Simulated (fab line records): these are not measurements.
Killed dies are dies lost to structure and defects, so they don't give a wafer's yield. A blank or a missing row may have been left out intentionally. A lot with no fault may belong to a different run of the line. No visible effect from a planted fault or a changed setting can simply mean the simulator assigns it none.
Chamber matching    flow sky130    cmp-02 running SKY_VIA4_CMP_02: 4 sister chambers
The step polishes SiO2. 8 wafers are shown with their chamber, then 12 later ones without.

WAFERS PAIRED WITH THEIR CHAMBERS
wafer   chamber  motor-current-A (A)  platen-rpm (rpm)
L080.6  1        11.5                 60.01
L082.3  3        12.7                 59.91
L082.5  3        12.2                 59.98
L084.1  0        11.5                 60.04
L084.6  2        12.7                 60.05
L089.3  2        12.5                 60.08
L089.5  1        11.7                 60.00
L089.6  0        11.7                 59.97

WAFERS WHOSE CHAMBER IS MISSING
wafer   motor-current-A (A)  platen-rpm (rpm)
L093.2  12.4                 59.98
L093.4  11.8                 60.01
L093.6  12.1                 60.00
L094.2  11.5                 60.02
L094.5  13.1                 60.02
L094.6  12.2                 60.00
L095.2  11.6                 60.02
L095.5  12.4                 60.02
L095.6  11.5                 59.99
L097.1  11.8                 59.98
L097.5  11.1                 60.00
L097.6  12.1                 60.01

THE CHAMBER EACH PASSED THROUGH
wafer   from the rows above                in truth
L093.2  can't be placed: 3 or 2            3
L093.4  can't be placed: 0 or 1            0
L093.6  can't be placed: 3 or 0 or 1 or 2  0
L094.2  can't be placed: 0 or 1            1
L094.5  can't be placed: 2 or 3            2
L094.6  can't be placed: 3 or 2 or 0 or 1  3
L095.2  can't be placed: 0 or 1            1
L095.5  can't be placed: 2 or 3            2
L095.6  can't be placed: 0 or 1            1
L097.1  can't be placed: 0 or 1            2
L097.5  can't be placed: 0 or 1            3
L097.6  can't be placed: 0 or 1 or 3 or 2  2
Placed correctly: 0 of 12. Not placeable from these rows: 12 (in 10, the candidates include the true chamber). Wrongly placed: 0.
How it was worked out, from the rows above alone: a wafer's distance from a chamber is the root of the sum, over the readings, of the square of ((its reading less the chamber's mean) divided by the reading's scatter). If the next closest chamber is less than 2 further off than the closest, the wafer can't be placed; otherwise it belongs to the closest. For every chamber, the mean is computed from those of its wafers that are shown. How the scatter is found: for the shown wafers, subtract from each reading the mean of its chamber, square and add these, divide the total by (wafers less chambers), then take the root.
